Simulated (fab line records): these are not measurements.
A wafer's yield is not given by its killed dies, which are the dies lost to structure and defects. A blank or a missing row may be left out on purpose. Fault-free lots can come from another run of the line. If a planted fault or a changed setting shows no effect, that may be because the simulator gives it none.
Commonality check across tools ; flow sky130 ; Sampled: 10 lots, 30 wafers

REASON FOR OPENING
SKY_METAL1_RS_MEAS_05, reading METAL1_ALCU_RS: flagged on 2 of 10 lots. No-fault wafers: 0.1269 ohm/sq, standard deviation 0.0014.
Rule: a lot is flagged when every wafer of it that has a number lies more than 4 standard deviations from that mean, or none has a number. The other lots count as sound.

lot;measured;on;METAL1_ALCU_RS (ohm/sq), wafer by wafer;flag
L797;day 31 19:08;film-metro-02;0.1265 0.1256 0.1254;
L798;day 31 20:17;film-metro-02;0.1243 0.1239 0.1261;
L800;day 32 18:50;film-metro-03;0.1251 0.1240 0.1263;
L802;day 32 19:10;film-metro-04;0.1274 0.1285 0.1295;
L803;day 34 00:48;film-metro-03;0.1032 0.1031 0.1024;FLAGGED
L807;day 35 01:57;film-metro-02;0.1008 0.1005 0.1013;FLAGGED
L816;day 38 07:41;film-metro-04;0.1259 0.1268 0.1266;
L817;day 38 11:26;film-metro-03;0.1259 0.1244 0.1254;
L819;day 38 15:21;film-metro-03;0.1278 0.1262 0.1271;
L820;day 38 18:43;film-metro-02;0.1276 0.1282 0.1278;
Average over the flagged lots: 0.1019 ohm/sq; offset from the usual -0.0250 ohm/sq, equal to -18 standard deviations.

LOT BY LOT: THE TOOL USED
The record holds 1 process step before the reading, out of a route of 708 steps. Read each cell as the tool, then ch plus the chambers that the sampled wafers visited, then the start.
lot;flag;SKY_METAL1_SPUTTER_02
L797;;pvd-sputter-02, day 31 19:02
L798;;pvd-sputter-02, day 31 20:09
L800;;pvd-sputter-02, day 32 18:45
L802;;pvd-sputter-01, day 32 19:03
L803;FLAGGED;pvd-sputter-02, day 34 00:43
L807;FLAGGED;pvd-sputter-02, day 35 01:50
L816;;pvd-sputter-02, day 38 07:35
L817;;pvd-sputter-02, day 38 11:21
L819;;pvd-sputter-01, day 38 15:14
L820;;pvd-sputter-02, day 38 18:36
These steps, and what they do:
- SKY_METAL1_SPUTTER_02: material AlCu, target thk 250 nm, time 13.3 s.
- SKY_METAL1_RS_MEAS_05: measures by four-point-probe.

FLAGGED OVER TOTAL, TOOL BY TOOL (the gauges that took the reading come last)
step;tool;lots run;flagged;share of the flagged lots;sound lots run after its first flagged lot
SKY_METAL1_SPUTTER_02;pvd-sputter-01;2;0;none;-
SKY_METAL1_SPUTTER_02;pvd-sputter-02;8;2;all;3 (L816,L817,L820)
SKY_METAL1_RS_MEAS_05;film-metro-02;4;1;some;1 (L820)
SKY_METAL1_RS_MEAS_05;film-metro-03;4;1;some;2 (L817,L819)
SKY_METAL1_RS_MEAS_05;film-metro-04;2;0;none;-

WHAT THE TABLE PERMITS
In the table, 1 row covers all flagged lots: pvd-sputter-02 at SKY_METAL1_SPUTTER_02.
- pvd-sputter-02 at SKY_METAL1_SPUTTER_02 ran 8 lots, 2 of them flagged. After the first flagged lot (L816, L817, L820), sound lots still ran on it; a lasting fault on the whole tool would not permit that. Its own readings lie more than 4 standard deviations out on every wafer of the flagged lots: cathode-dc-power-W.
Every row of the table either missed a flagged lot or ran a sound lot after the first.

WHAT HAD BEEN PUT IN BY THE SIMULATOR
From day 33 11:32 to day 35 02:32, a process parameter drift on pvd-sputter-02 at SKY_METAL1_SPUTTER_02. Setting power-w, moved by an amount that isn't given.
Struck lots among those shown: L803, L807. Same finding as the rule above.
